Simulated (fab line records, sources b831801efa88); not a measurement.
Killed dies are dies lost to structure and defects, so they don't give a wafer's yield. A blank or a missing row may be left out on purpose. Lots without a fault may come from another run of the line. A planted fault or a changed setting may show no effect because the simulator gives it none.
Chamber matching | flow gf180mcu | GF_V5_CVD_00 on hdpcvd-01: 3 sister chambers
The step deposits SiO2, target thk 300 nm, time 50 s. 3 wafers are shown with their chamber, then 7 later ones without.

WAFERS WITH THEIR CHAMBER
wafer  | chamber | sih4_flow_sccm (sccm)
L528.1 | 1       | 60.01
L528.3 | 2       | 60.28
L531.4 | 0       | 59.78

WAFERS WITHOUT THEIR CHAMBER
wafer  | sih4_flow_sccm (sccm)
L531.6 | 59.52
L530.4 | 59.59
L530.5 | 60.08
L530.6 | 60.07
L543.3 | 59.93
L543.4 | 60.06
L543.6 | 60.25

WHICH CHAMBER EACH WENT THROUGH
wafer  | from the rows above          | in truth
L531.6 | can't be placed: 0 or 1      | 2
L530.4 | can't be placed: 0 or 1      | 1
L530.5 | can't be placed: 1 or 2 or 0 | 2
L530.6 | can't be placed: 1 or 2 or 0 | 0
L543.3 | can't be placed: 1 or 0      | 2
L543.4 | can't be placed: 1 or 2 or 0 | 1
L543.6 | can't be placed: 2 or 1      | 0
Placed correctly: 0 of 7. Can't be placed from these rows: 7 (the true chamber is among the candidates in 4). Placed wrongly: 0.
How it was worked out, from the rows above alone: a wafer's distance from a chamber is the root of the sum, over the readings, of the square of ((its reading less the chamber's mean) divided by the reading's scatter). The wafer belongs to the nearest chamber; if the next one is less than 2 further off, it can't be placed. A chamber's mean is the mean of its shown wafers. The scatter: with one shown wafer a chamber, the root of the mean of the squares of how far each hidden wafer lies from its nearest shown one.
